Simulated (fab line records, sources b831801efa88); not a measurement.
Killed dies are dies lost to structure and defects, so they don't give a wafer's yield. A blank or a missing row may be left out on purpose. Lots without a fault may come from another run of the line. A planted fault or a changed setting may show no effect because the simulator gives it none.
Which tool did it? | flow sky130 | 11 lots, 33 wafers sampled, at 5 steps of a route of 708

WHAT THE GAUGES READ, wafer by wafer
SKY_CAP2M_THK_MEAS_01. Usual: CAP2M_CVD_00_THK 15.48 nm, standard deviation 0.26.
lot  | measured     | on            | CAP2M_CVD_00_THK (nm) | flag
L586 | day 39 15:37 | film_metro-03 | 15.55 15.32 15.98     |
L589 | day 40 10:16 | film_metro-03 | 15.05 15.18 15.43     |
L590 | day 40 19:05 | film_metro-02 | 15.25 15.90 15.65     |
L592 | day 41 09:00 | film_metro-02 | 15.14 15.12 15.59     |
L596 | day 42 17:13 | film_metro-03 | 15.48 15.86 15.77     |
L601 | day 44 04:12 | film_metro-04 | 15.26 15.29 15.59     |
L602 | day 44 07:46 | film_metro-04 | 15.14 25.36 15.55     | OFF
L606 | day 45 11:31 | film_metro-03 | 25.13 15.80 25.46     | OFF
L605 | day 45 13:01 | film_metro-04 | 15.89 15.47 16.10     |
L608 | day 45 19:28 | film_metro-02 | 15.78 15.64 15.44     |
L609 | day 45 23:40 | film_metro-03 | 15.58 16.09 15.56     |

SKY_CAP2M_OVL_MEAS_12. Usual: CAP2M_OVL 0.3 nm, standard deviation 1.4.
lot  | measured     | on         | CAP2M_OVL (nm) | flag
L586 | day 40 15:50 | overlay-01 | -0.2 -0.8 0.8  |
L589 | day 41 10:06 | overlay-02 | -0.7 -1.4 -1.5 |
L590 | day 41 18:32 | overlay-02 | -2.1 0.4 1.2   |
L592 | day 42 09:00 | overlay-01 | 3.3 1.7 0.4    |
L596 | day 43 16:14 | overlay-02 | 0.8 2.0 0.3    |
L601 | day 45 02:05 | overlay-01 | -0.4 -1.1 -0.5 |
L602 | day 45 05:46 | overlay-02 | 0.4 0.0 2.2    |
L606 | day 46 08:06 | overlay-01 | -2.5 -1.1 -1.7 |
L605 | day 46 09:14 | overlay-02 | 1.0 -1.0 1.8   |
L608 | day 46 15:53 | overlay-02 | 1.6 3.3 0.4    |
L609 | day 46 20:08 | overlay-02 | -0.3 0.5 -1.1  |

WHICH TOOL RAN EACH LOT (tool, then ch and the chambers of the sampled wafers, then the start)
lot  | SKY_METAL3_ETCH_16                | SKY_VIA3_SPUTTER_20          | SKY_CAP2M_CVD_00
L586 | rie_metal-03 ch 0, day 38 10:43   | pvd_sputter-04, day 39 14:46 | pecvd-01 ch 0,2, day 39 15:35
L589 | rie_metal-03 ch 0, day 39 05:56   | pvd_sputter-01, day 40 09:25 | pecvd-02 ch 0,1, day 40 10:14
L590 | rie_metal-02 ch 1, day 39 15:35   | pvd_sputter-03, day 40 17:53 | pecvd-01 ch 0,1,2, day 40 19:02
L592 | rie_metal-02 ch 0,1, day 40 04:57 | pvd_sputter-04, day 41 08:08 | pecvd-02 ch 1,2, day 41 08:58
L596 | rie_metal-03 ch 1, day 41 15:35   | pvd_sputter-01, day 42 16:22 | pecvd-04 ch 0,2, day 42 17:11
L601 | rie_metal-02 ch 0,1, day 43 03:18 | pvd_sputter-04, day 44 03:22 | pecvd-01 ch 0,1, day 44 04:11
L602 | rie_metal-03 ch 0,1, day 43 06:06 | pvd_sputter-01, day 44 06:55 | pecvd-01 ch 0,1,2, day 44 07:43
L606 | rie_metal-03 ch 0,1, day 44 10:29 | pvd_sputter-04, day 45 10:40 | pecvd-01 ch 0,1, day 45 11:29
L605 | rie_metal-02 ch 0,1, day 44 11:52 | pvd_sputter-03, day 45 12:09 | pecvd-04 ch 0,1,2, day 45 12:59
L608 | rie_metal-02 ch 0,1, day 44 18:22 | pvd_sputter-04, day 45 18:36 | pecvd-02 ch 0,1,2, day 45 19:26
L609 | rie_metal-01 ch 0,1, day 44 23:13 | pvd_sputter-03, day 45 22:33 | pecvd-04 ch 0,1,2, day 45 23:38
- SKY_METAL3_ETCH_16: etches BARC in N2/H2, stops on SiO2, time 88.2 s, target depth 60 nm.
- SKY_VIA3_SPUTTER_20: material TiN, target thk 20 nm, time 80 s.
- SKY_CAP2M_CVD_00: deposits SiO2, target thk 15.5 nm.

WHAT THE TOOLS THEMSELVES READ (means of the sampled wafers that have a number; where no wafer has one, the mark that the record gives instead)
SKY_METAL3_ETCH_16. Usual: drypump_motor_current_A 5.48 A, standard deviation 0.27; oes_product_au 0.625 a.u., standard deviation 0.0046; throttle_valve_pct 13.204 %, standard deviation 0.0084.
lot  | tool         | drypump_motor_current_A (A) | oes_product_au (a.u.) | throttle_valve_pct (%) | flag
L586 | rie_metal-03 | 5.38                        | 0.628                 | 13.196                 |
L589 | rie_metal-03 | 5.39                        | 0.619                 | 13.207                 |
L590 | rie_metal-02 | 5.27                        | 0.627                 | 13.197                 |
L592 | rie_metal-02 | 5.40                        | 0.630                 | 13.203                 |
L596 | rie_metal-03 | 5.89                        | 0.626                 | 13.203                 |
L601 | rie_metal-02 | 5.40                        | 0.626                 | 13.210                 |
L602 | rie_metal-03 | 5.72                        | 0.625                 | 13.212                 |
L606 | rie_metal-03 | 5.57                        | 0.625                 | 13.196                 |
L605 | rie_metal-02 | 5.39                        | 0.625                 | 13.199                 |
L608 | rie_metal-02 | 5.59                        | 0.623                 | 13.199                 |
L609 | rie_metal-01 | 5.26                        | 0.623                 | 13.201                 |

SKY_VIA3_SPUTTER_20. Usual: throttle_valve_pct 30.2 %, standard deviation 0.86.
lot  | tool           | throttle_valve_pct (%) | flag
L586 | pvd_sputter-04 | 30.0                   |
L589 | pvd_sputter-01 | 30.6                   |
L590 | pvd_sputter-03 | 30.5                   |
L592 | pvd_sputter-04 | 29.4                   |
L596 | pvd_sputter-01 | 29.7                   |
L601 | pvd_sputter-04 | 30.1                   |
L602 | pvd_sputter-01 | 29.8                   |
L606 | pvd_sputter-04 | 30.6                   |
L605 | pvd_sputter-03 | 30.4                   |
L608 | pvd_sputter-04 | 29.5                   |
L609 | pvd_sputter-03 | 30.4                   |

SKY_CAP2M_CVD_00. Usual: heater_power_w 725 W, standard deviation 86.
lot  | tool     | heater_power_w (W) | flag
L586 | pecvd-01 | 742                |
L589 | pecvd-02 | 761                |
L590 | pecvd-01 | 706                |
L592 | pecvd-02 | 757                |
L596 | pecvd-04 | 728                |
L601 | pecvd-01 | 793                |
L602 | pecvd-01 | 691                |
L606 | pecvd-01 | 728                |
L605 | pecvd-04 | 696                |
L608 | pecvd-02 | 757                |
L609 | pecvd-04 | 680                |

THE ANSWER, worked out from the rows above alone
Rule: a lot is off if the mean of its wafers that have a number lies more than 3 standard deviations from the usual mean. A lot without any number at a reading at which 4 lots or more have one is off too. The other lots that the step has rows for count as sound. The gauges are gone through in route order, then the tools' own readings, and for those a lot's mean is taken as printed above. The first step at which some lot is off is used, and at that step the reading that is off furthest; a lot without a number counts as furthest.
Off: L602, L606, at SKY_CAP2M_THK_MEAS_01 (CAP2M_CVD_00_THK).
A tool fits if, at a process step before that reading, it ran every lot that is off, and no sound lot after the first of them. The gauges at SKY_CAP2M_THK_MEAS_01 are tried like those tools. Can't be told from this: 2 tools fit, rie_metal-03 at SKY_METAL3_ETCH_16, pecvd-01 at SKY_CAP2M_CVD_00.

WHAT THE SIMULATOR HAD PUT IN
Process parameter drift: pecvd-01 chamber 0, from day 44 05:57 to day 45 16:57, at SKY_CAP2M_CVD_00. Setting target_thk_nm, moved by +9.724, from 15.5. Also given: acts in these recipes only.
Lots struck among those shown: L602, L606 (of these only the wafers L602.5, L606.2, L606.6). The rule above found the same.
